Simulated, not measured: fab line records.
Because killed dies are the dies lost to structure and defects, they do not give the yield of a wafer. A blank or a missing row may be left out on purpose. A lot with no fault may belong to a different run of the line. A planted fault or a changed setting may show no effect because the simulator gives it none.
Chamber matching ; flow sky130 ; 4 sister chambers for SKY_VIA4_ETCH_12 on rie-diel-02
The step etches SiO2 in C4F8/O2/Ar, stops on TiN, target depth 580 nm. 8 wafers are shown with their chamber, then 8 later ones without.

== EACH WAFER AND ITS CHAMBER ==
wafer;chamber;bias-w (W);oes-product-au (a.u.)
L074.5;0;1207;0.923
L078.2;2;1191;0.926
L082.3;0;1201;0.933
L082.5;2;1202;0.927
L083.3;1;1197;0.931
L083.4;3;1199;0.923
L083.6;3;1199;0.925
L087.2;1;1196;0.926

== WAFERS MISSING THEIR CHAMBER ==
wafer;bias-w (W);oes-product-au (a.u.)
L087.3;1201;0.926
L087.5;1193;0.930
L092.4;1198;0.924
L092.5;1199;0.924
L092.6;1200;0.917
L093.2;1205;0.920
L093.3;1197;0.925
L093.4;1201;0.918

== EACH ONE'S CHAMBER ==
wafer;from the rows above;in truth
L087.3;can't be placed: 3 or 0 or 2 or 1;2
L087.5;can't be placed: 1 or 2 or 3 or 0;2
L092.4;can't be placed: 3 or 2 or 1 or 0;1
L092.5;can't be placed: 3 or 2 or 1 or 0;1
L092.6;can't be placed: 3 or 2 or 0 or 1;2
L093.2;can't be placed: 3 or 0 or 2 or 1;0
L093.3;can't be placed: 2 or 3 or 1 or 0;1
L093.4;can't be placed: 3 or 2 or 0 or 1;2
0 of 8 placed correctly. From these rows, 8 cannot be placed; in 8 the true chamber is one of the candidates. Placed wrongly: 0.
How it was worked out, from the rows above alone: a wafer's distance from a chamber is the root of the sum, over the readings, of the square of ((its reading less the chamber's mean) divided by the reading's scatter). The wafer belongs to the nearest chamber; if the next one is less than 2 further off, it can't be placed. Each chamber's mean is taken over the wafers shown for it. How the scatter is found: for the shown wafers, subtract from each reading the mean of its chamber, square and add these, divide the total by (wafers less chambers), then take the root.
